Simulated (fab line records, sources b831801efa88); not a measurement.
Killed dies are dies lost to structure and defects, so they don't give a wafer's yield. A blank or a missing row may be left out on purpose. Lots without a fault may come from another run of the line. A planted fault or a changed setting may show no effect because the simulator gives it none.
Which tool did it? | flow sky130 | 12 lots, 36 wafers sampled, at 4 steps of a route of 708

WHAT THE GAUGES READ, wafer by wafer
SKY_FIELD_ISO_THK_MEAS_04.
lot  | measured    | on            | FIELD_ISO_CVD_03_THK (nm)
L568 | day 1 14:45 | film_metro-01 | 167.6 167.6 167.4
L569 | day 1 20:40 | film_metro-01 | 165.7 165.2 165.6
L570 | day 2 01:44 | film_metro-02 | 163.3 165.2 164.9
L572 | day 2 11:48 | film_metro-01 | 166.1 167.5 166.6
L574 | day 2 20:25 | film_metro-04 | 166.8 165.4 166.9
L580 | day 4 02:16 | film_metro-04 | 165.7 165.5 164.9
L581 | day 4 06:29 | film_metro-04 | 163.6 164.2 164.1
L582 | day 4 13:45 | film_metro-01 | 164.5 165.6 164.8
L583 | day 4 16:29 | film_metro-04 | 166.6 166.8 164.3
L584 | day 4 21:43 | film_metro-01 | 165.5 166.7 165.6
L586 | day 5 10:29 | film_metro-01 | 164.0 163.3 162.7
L588 | day 5 21:18 | film_metro-01 | 166.0 165.0 166.6

SKY_NWELL_OVL_MEAS_23.
lot  | measured     | on         | NWELL_01_OVL (nm)
L568 | day 5 08:29  | overlay-02 | -0.6 2.6 -0.5
L569 | day 5 13:00  | overlay-02 | -0.4 -1.0 -1.1
L570 | day 5 21:10  | overlay-02 | 3.0 2.3 1.4
L572 | day 6 08:03  | overlay-02 | 1.7 3.9 2.9
L574 | day 6 17:32  | overlay-01 | 173.0 172.1 172.7
L580 | day 8 07:32  | overlay-02 | 175.0 175.2 174.3
L581 | day 8 18:04  | overlay-01 | 1.7 0.6 0.4
L582 | day 8 23:08  | overlay-02 | 0.1 0.8 -1.1
L583 | day 8 23:18  | overlay-01 | 1.5 0.9 3.9
L584 | day 9 07:39  | overlay-02 | 0.2 0.1 -0.6
L586 | day 10 00:02 | overlay-01 | 2.0 0.4 -0.7
L588 | day 10 11:11 | overlay-01 | 2.1 1.9 3.5

SKY_LI_CONTACT_THK_MEAS_23: measures by xrf.
lot  | measured     | on            | LI_CONTACT_W_THK (nm)
L568 | day 29 04:37 | film_metro-02 | 415 426 425
L569 | day 29 08:07 | film_metro-02 | 412 410 406
L570 | day 30 00:53 | film_metro-02 | 425 408 426
L572 | day 30 15:13 | film_metro-03 | 418 419 406
L574 | day 31 09:30 | film_metro-04 | 405 418 416
L580 | day 33 08:32 | film_metro-04 | 416 418 411
L581 | day 33 23:37 | film_metro-03 | 411 427 411
L582 | day 34 06:34 | film_metro-03 | 403 413 406
L583 | day 34 05:50 | film_metro-04 | 426 411 423
L584 | day 34 12:17 | film_metro-04 | 397 404 404
L586 | day 35 09:01 | film_metro-02 | 410 413 415
L588 | day 35 20:37 | film_metro-02 | 425 410 414

WHICH TOOL RAN EACH LOT (tool, then ch and the chambers of the sampled wafers, then the start)
lot  | SKY_NWELL_EXPOSE_20
L568 | iline_stepper-01 ch 0, day 4 23:15
L569 | iline_stepper-01 ch 0, day 5 04:11
L570 | iline_stepper-02 ch 0, day 5 12:42
L572 | iline_stepper-01 ch 0, day 5 23:15
L574 | iline_stepper-02 ch 0, day 6 08:30
L580 | iline_stepper-02 ch 0, day 7 22:20
L581 | iline_stepper-01 ch 0, day 8 07:44
L582 | iline_stepper-01 ch 0, day 8 12:56
L583 | iline_stepper-01 ch 0, day 8 13:38
L584 | iline_stepper-01 ch 0, day 8 21:30
L586 | iline_stepper-01 ch 0, day 9 12:59
L588 | iline_stepper-01 ch 0, day 10 00:04
- SKY_NWELL_EXPOSE_20: exposes mask NWM COMPLEMENT, target cd 840 nm.

WHAT THE TOOLS THEMSELVES READ (means of the sampled wafers that have a number; where no wafer has one, the mark that the record gives instead)
SKY_NWELL_EXPOSE_20.
lot  | tool             | reticle_temp_C (C)
L568 | iline_stepper-01 | 22.96
L569 | iline_stepper-01 | 22.98
L570 | iline_stepper-02 | 23.10
L572 | iline_stepper-01 | 22.87
L574 | iline_stepper-02 | 23.03
L580 | iline_stepper-02 | 23.07
L581 | iline_stepper-01 | 22.94
L582 | iline_stepper-01 | 22.99
L583 | iline_stepper-01 | 23.06
L584 | iline_stepper-01 | 22.93
L586 | iline_stepper-01 | 22.96
L588 | iline_stepper-01 | 22.96

THE ANSWER, worked out from the rows above alone
Rule: what is usual is taken from the lots themselves. Put in order of their means at a reading, lots are off if they are a third of the lots or fewer, leave a main group of 4 or more, and stand apart from it by a gap of 3 or more times the standard deviation of the main group's means; of several such gaps the widest counts. A main group whose means are all the same, to the digits that the tables above print for the reading, isn't used. A lot without any number at a reading at which 4 lots or more have one is off too. The other lots that the step has rows for count as sound. The gauges are gone through in route order, then the tools' own readings, and for those a lot's mean is taken as printed above. The first step at which some lot is off is used, and at that step the reading that is off furthest; a lot without a number counts as furthest.
Off: L574, L580, at SKY_NWELL_OVL_MEAS_23 (NWELL_01_OVL). The main group: mean 1.1 nm, standard deviation 1.2.
A tool fits if, at a process step before that reading, it ran every lot that is off, and no sound lot after the first of them. The gauges at SKY_NWELL_OVL_MEAS_23 are tried like those tools. One fits: iline_stepper-02 at SKY_NWELL_EXPOSE_20. Its last sound lot is L570 (day 5 12:42), its first lot that is off L574 (day 6 08:30): a fault that began between those two fits.

WHAT THE SIMULATOR HAD PUT IN
Scanner matching overlay: iline_stepper-02, from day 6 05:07 on, at SKY_NWELL_EXPOSE_20. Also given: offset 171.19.
Lots struck among those shown: L574, L580. The rule above found the same.
